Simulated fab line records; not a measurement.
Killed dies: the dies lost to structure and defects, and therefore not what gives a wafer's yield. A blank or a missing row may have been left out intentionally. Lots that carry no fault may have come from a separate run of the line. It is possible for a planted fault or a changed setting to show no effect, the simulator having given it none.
fab line records	flow sfq_line
record: lots: 13	wafers: 39	last_day: 91
route steps=325 shown I6@268 I7@303
lots with no fault: from the same line, run without faults
start_h: hours from the record's opening day to when the first of the lot's shown wafers began	wait_h: hours from the lot's prior step to this one	" unchanged from the row above	L1.1+2: a single row standing in for several wafers	- no value, or no start given	* or withheld: withheld	< > ~ a bound
route shown NAME@n: NAME is a module with steps in the file, n the number in the route of the first one	usual: average and standard deviation across the fault-free wafers	same: alike in all rows	chamber/n: place in a boat	sites: each site's reading	_std_site: their standard deviation	_edge_site: outer sites' mean less inner sites'	radius_mm: for every site, how far away it sits from the centre of the wafer	mask NAME#n: copy n	behind: the tool/chamber that last shaped the wafer	hold: reason for holding the lot/hours on hold/outcome of the hold	device: transistor that didn't switch, given as n, p or np	end of line: at the end of the route, the tests of the same wafers	where a step has no rows: the recipe by itself	killed: not the wafer's yield, but the dies lost to structure and defects at the first sort	map: shows each die of a wafer: x if killed, . if not, _ if none is there
set.NAME: the setting the step ran with; set.NAME@STEP: the setting that earlier step ran with	model.NAME: the simulator's own value behind a step, which no gauge read
the route's steps for a sample of lots (tables are steps, rows are wafers)
services: a tool's chamber out of use, with start hour (start_h, from the record's first day; less than 0 if before it), hours out, and reason
== steps ==
step: SFQ_I6_BOW_MEAS_941
recipe: mode: bow
usual: I6_BOW: 8/9
lot.wafer	tool	chamber	start_h	wait_h	I6_BOW[um]
L388.1	film_metro-04	-	1742.47	2.5	7
L388.2	"	-	"	"	11
L388.6	"	-	"	"	5
L389.1	film_metro-04	-	1756.85	1.0	4
L389.4	"	-	"	"	-2
L389.6	"	-	"	"	4
L390.3	film_metro-01	-	1759.89	2.5	14
L390.4	"	-	"	"	-1
L390.5	"	-	"	"	2
L391.2	film_metro-01	-	1762.87	1.0	2
L391.5	"	-	"	"	-8
L391.6	"	-	"	"	-4
L392.1	film_metro-01	-	1796.87	1.5	4
L392.4	"	-	"	"	4
L392.6	"	-	"	"	12
L393.1	film_metro-02	-	1799.87	1.5	-2
L393.4	"	-	"	"	0
L393.6	"	-	"	"	-3
L394.2	film_metro-01	-	1802.89	2.5	18
L394.3	"	-	"	"	13
L394.5	"	-	"	"	12
L395.2	film_metro-04	-	1805.77	2.5	5
L395.3	"	-	"	"	10
L395.4	"	-	"	"	15
L396.1	film_metro-02	-	1805.87	1.0	17
L396.2	"	-	"	"	22
L396.3	"	-	"	"	23
L397.1	film_metro-01	-	1808.87	2.5	16
L397.2	"	-	"	"	2
L397.6	"	-	"	"	10
L409.2	film_metro-02	-	1894.89	2.5	-3
L409.3	"	-	"	"	4
L409.6	"	-	"	"	10
L410.1	film_metro-01	-	1897.09	1.5	27
L410.2	"	-	"	"	9
L410.6	"	-	"	"	32
L411.1	film_metro-02	-	1900.69	1.0	4
L411.2	"	-	"	"	12
L411.4	"	-	"	"	0
step: SFQ_TRILAYER_I6_VIA_ETCH_VIA_ETCH_172
recipe: target: SiO2	stop_on: Nb	mask_material: PR	taper_deg: 20	chemistry: CHF3	target_depth_nm: 260	source_w: 500	bias_w: 80	pressure_mtorr: 30	time_s: withheld
usual: drypump_motor_current_A: 5.7/0.41	oes_product_au: 0.854/0.0057
lot.wafer	tool	chamber	start_h	wait_h	drypump_motor_current_A	oes_product_au
L388.1	rie_diel-04	2	1848.58	0.0	5.4	0.862
L388.2	"	1	"	"	5.8	0.863
L388.6	"	1	"	"	5.8	0.872
L389.1	rie_diel-04	1	1860.58	0.0	5.8	0.859
L389.4	"	3	"	"	5.7	0.860
L389.6	"	3	"	"	5.7	0.858
L390.3	rie_diel-02	1	1862.98	0.0	5.4	0.855
L390.4	"	2	"	"	5.7	0.862
L390.5	"	3	"	"	6.4	0.857
L391.2	rie_diel-01	1	1866.58	0.0	4.9	0.862
L391.5	"	0	"	"	6.4	0.858
L391.6	"	1	"	"	4.9	0.850
L392.1	rie_diel-02	2	1894.18	0.0	5.7	0.851
L392.4	"	0	"	"	5.9	0.849
L392.6	"	3	"	"	6.4	0.852
L393.1	rie_diel-04	2	1896.78	0.0	5.4	0.854
L393.4	"	0	"	"	5.7	0.843
L393.6	"	0	"	"	5.7	0.849
L394.2	rie_diel-01	2	1900.18	0.0	5.8	0.853
L394.3	"	1	"	"	4.9	0.848
L394.5	"	3	"	"	5.9	0.844
L395.2	rie_diel-04	1	1902.58	0.0	5.8	0.856
L395.3	"	2	"	"	5.4	0.850
L395.4	"	0	"	"	5.7	0.852
L396.1	rie_diel-02	3	1903.78	0.0	6.4	0.851
L396.2	"	2	"	"	5.7	0.851
L396.3	"	1	"	"	5.4	0.856
L397.1	rie_diel-01	1	1906.18	0.0	4.9	0.858
L397.2	"	2	"	"	5.8	0.837
L397.6	"	0	"	"	6.4	0.847
L409.2	rie_diel-01	2	1997.74	0.0	5.7	0.854
L409.3	"	3	"	"	5.9	0.858
L409.6	"	2	"	"	5.7	0.866
L410.1	rie_diel-02	3	2001.34	0.0	6.4	0.850
L410.2	"	1	"	"	5.4	0.852
L410.6	"	0	"	"	5.9	0.850
L411.1	rie_diel-04	0	2007.47	0.0	5.7	0.851
L411.2	"	1	"	"	5.8	0.849
L411.4	"	2	"	"	5.4	0.859
step: SFQ_TRILAYER_I6_VIA_STRIP_STRIP_173
recipe: gas: O2	power_w: 200	platen_temp_c: 40	overash_fraction: 0.65	chemistry: O2	pressure_mtorr: 50
usual: drypump_motor_current_A: 5.3/0.42	oes_product_au: 1.000/0.0079
lot.wafer	tool	chamber	start_h	wait_h	drypump_motor_current_A	oes_product_au	rf_hours_counter_h
L388.1	rie_metal-01	0	1848.69	-	5.9	0.997	110
L388.2	"	1	"	"	5.0	0.995	107
L388.6	"	1	"	"	5.0	1.000	-
L389.1	rie_metal-03	1	1860.69	-	4.9	1.001	47
L389.4	"	1	"	"	4.9	0.994	-
L389.6	"	0	"	"	5.6	1.005	-
L390.3	rie_metal-03	0	1863.29	-	5.6	0.996	-
L390.4	"	1	"	"	4.9	0.997	-
L390.5	"	0	"	"	5.6	1.000	-
L391.2	rie_metal-03	0	1866.69	-	5.7	1.008	47
L391.5	"	0	"	"	5.6	1.003	-
L391.6	"	1	"	"	4.9	0.999	-
L392.1	rie_metal-03	1	1894.29	-	4.9	0.986	53
L392.4	"	1	"	"	4.9	0.991	-
L392.6	"	0	"	"	5.7	1.007	-
L393.1	rie_metal-01	0	1896.90	-	5.9	1.000	118
L393.4	"	1	"	"	5.0	1.011	-
L393.6	"	1	"	"	5.0	1.008	-
L394.2	rie_metal-03	1	1900.29	-	4.9	1.006	54
L394.3	"	1	"	"	4.9	1.001	-
L394.5	"	0	"	"	5.6	1.014	-
L395.2	rie_metal-01	0	1902.69	-	5.8	0.986	119
L395.3	"	1	"	"	5.0	0.992	-
L395.4	"	0	"	"	5.8	0.992	-
L396.1	rie_metal-01	0	1903.89	-	5.9	1.013	120
L396.2	"	1	"	"	5.0	1.015	118
L396.3	"	1	"	"	5.0	1.012	-
L397.1	rie_metal-01	0	1906.29	-	5.9	0.997	120
L397.2	"	1	"	"	5.0	1.000	118
L397.6	"	1	"	"	5.0	1.001	-
L409.2	rie_metal-03	0	1997.86	-	5.6	0.998	66
L409.3	"	0	"	"	5.7	0.995	-
L409.6	"	0	"	"	5.7	1.002	-
L410.1	rie_metal-04	0	2001.46	-	5.0	0.994	16
L410.2	"	1	"	"	6.2	1.003	96
L410.6	"	1	"	"	6.2	1.000	-
L411.1	rie_metal-04	0	2007.58	-	5.0	0.986	16
L411.2	"	1	"	"	6.2	0.998	96
L411.4	"	0	"	"	5.0	0.987	-
step: SFQ_TRILAYER_I7_VIA_LITHO_EXPOSE_188
recipe: mask_id: I7	na: 0.6	source_shape: conventional	sigma_outer: 0.65	target_cd_nm: 1000	dose_mj: 21.3
usual: exposure_dose_mJ_cm2: 21.301/0.019
lot.wafer	tool	chamber	start_h	wait_h	mask	exposure_dose_mJ_cm2
L388.1	krf_scanner-01	0	1877.12	-	I7#0	21.310
L388.2	"	0	"	"	I7#0	21.286
L388.6	"	0	"	"	I7#0	21.283
L389.1	krf_scanner-01	0	1892.72	-	I7#0	21.298
L389.4	"	0	"	"	I7#0	21.258
L389.6	"	0	"	"	I7#0	21.295
L390.3	krf_scanner-01	0	1894.32	-	I7#0	21.311
L390.4	"	0	"	"	I7#0	21.316
L390.5	"	0	"	"	I7#0	21.311
L391.2	krf_scanner-01	0	1896.52	-	I7#0	21.295
L391.5	"	0	"	"	I7#0	21.289
L391.6	"	0	"	"	I7#0	21.325
L392.1	krf_scanner-01	0	1910.72	-	I7#0	21.307
L392.4	"	0	"	"	I7#0	21.305
L392.6	"	0	"	"	I7#0	21.299
L393.1	krf_scanner-01	0	1911.92	-	I7#0	21.282
L393.4	"	0	"	"	I7#0	21.302
L393.6	"	0	"	"	I7#0	21.300
L394.2	krf_scanner-01	0	1915.72	-	I7#0	21.282
L394.3	"	0	"	"	I7#0	21.273
L394.5	"	0	"	"	I7#0	21.294
L395.2	krf_scanner-01	0	1916.92	-	I7#0	21.293
L395.3	"	0	"	"	I7#0	21.290
L395.4	"	0	"	"	I7#0	21.272
L396.1	krf_scanner-01	0	1919.12	-	I7#0	21.308
L396.2	"	0	"	"	I7#0	21.315
L396.3	"	0	"	"	I7#0	21.288
L397.1	krf_scanner-01	0	1920.32	-	I7#0	21.297
L397.2	"	0	"	"	I7#0	21.294
L397.6	"	0	"	"	I7#0	21.287
L409.2	krf_scanner-02	0	2172.91	-	I7#0	21.284
L409.3	"	0	"	"	I7#0	21.291
L409.6	"	0	"	"	I7#0	21.314
L410.1	krf_scanner-02	0	2175.11	-	I7#0	21.290
L410.2	"	0	"	"	I7#0	21.289
L410.6	"	0	"	"	I7#0	21.249
L411.1	krf_scanner-02	0	2176.42	-	I7#0	21.303
L411.2	"	0	"	"	I7#0	21.323
L411.4	"	0	"	"	I7#0	21.294
step: SFQ_I7_OVL_MEAS_947
usual: I7_OVL: 2/5.9
lot.wafer	tool	chamber	start_h	wait_h	I7_OVL[nm]
L388.1	overlay-01	-	1878.62	0.1	-6
L388.2	"	-	"	"	-5
L388.6	"	-	"	"	1
L389.1	overlay-01	-	1894.22	0.1	4
L389.4	"	-	"	"	2
L389.6	"	-	"	"	2
L390.3	overlay-01	-	1895.43	0.1	-4
L390.4	"	-	"	"	0
L390.5	"	-	"	"	-5
L391.2	overlay-01	-	1897.82	0.1	-1
L391.5	"	-	"	"	7
L391.6	"	-	"	"	6
L392.1	overlay-01	-	1912.22	0.1	-2
L392.4	"	-	"	"	2
L392.6	"	-	"	"	4
L393.1	overlay-02	-	1913.42	0.1	7
L393.4	"	-	"	"	3
L393.6	"	-	"	"	10
L394.2	overlay-02	-	1917.02	0.1	264
L394.3	"	-	"	"	265
L394.5	"	-	"	"	273
L395.2	overlay-02	-	1918.22	0.1	272
L395.3	"	-	"	"	263
L395.4	"	-	"	"	274
L396.1	overlay-02	-	1920.62	0.1	281
L396.2	"	-	"	"	280
L396.3	"	-	"	"	274
L397.1	overlay-01	-	1921.82	0.1	270
L397.2	"	-	"	"	278
L397.6	"	-	"	"	266
L409.2	overlay-02	-	2174.22	0.1	1
L409.3	"	-	"	"	1
L409.6	"	-	"	"	7
L410.1	overlay-02	-	2176.61	0.1	1
L410.2	"	-	"	"	5
L410.6	"	-	"	"	6
L411.1	overlay-02	-	2177.92	0.1	10
L411.2	"	-	"	"	3
L411.4	"	-	"	"	9
== services ==
tool	chamber	start_h	hours	kind
krf_scanner-01	-	1831.12	4.0	pm
krf_scanner-01	-	1835.14	1.0	pm
rie_diel-01	3	1862.35	22.7	repair
rie_diel-04	3	1909.10	5.5	repair
rie_metal-01	0	1952.70	18.8	repair
rie_diel-04	-	1955.54	14.6	pm
krf_scanner-01	-	1961.12	1.3	pm
rie_metal-01	-	1987.90	0.8	repair
krf_scanner-01	-	2000.97	1.0	pm
rie_diel-04	-	2001.27	1.3	repair
rie_diel-01	3	2003.72	13.2	repair
rie_diel-02	3	2013.26	10.6	repair
rie_diel-01	-	2021.48	10.6	repair
rie_diel-02	2	2023.74	7.0	repair
rie_diel-02	0	2026.41	7.5	repair
krf_scanner-01	-	2044.83	0.8	pm
rie_metal-03	-	2054.90	0.2	repair
rie_diel-02	1	2065.70	21.8	repair
rie_diel-01	-	2073.90	0.8	repair
rie_metal-03	-	2085.93	15.6	pm
rie_diel-02	2	2095.07	12.6	repair
krf_scanner-01	-	2137.25	1.3	pm
rie_diel-04	3	2168.28	6.4	repair
krf_scanner-01	-	2170.20	1.0	pm
== key ==
first_sign: step: SFQ_I7_OVL_MEAS_947	reading: I7_OVL	direction: up	sigmas: 46	usual: 2	struck: 272
effect none on later readings
met_at SFQ_TRILAYER_I7_VIA_LITHO_EXPOSE_188
struck_lots L394,L395,L396,L397
not_acting_at SFQ_I6_BOW_MEAS_941,SFQ_TRILAYER_I6_VIA_ETCH_VIA_ETCH_172,SFQ_TRILAYER_I6_VIA_STRIP_STRIP_173
fault: kind: scanner_matching_overlay	tool: krf_scanner-01	chamber: -	onset_h: 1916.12	steps: SFQ_TRILAYER_I7_VIA_LITHO_EXPOSE_188	offset: 272.96
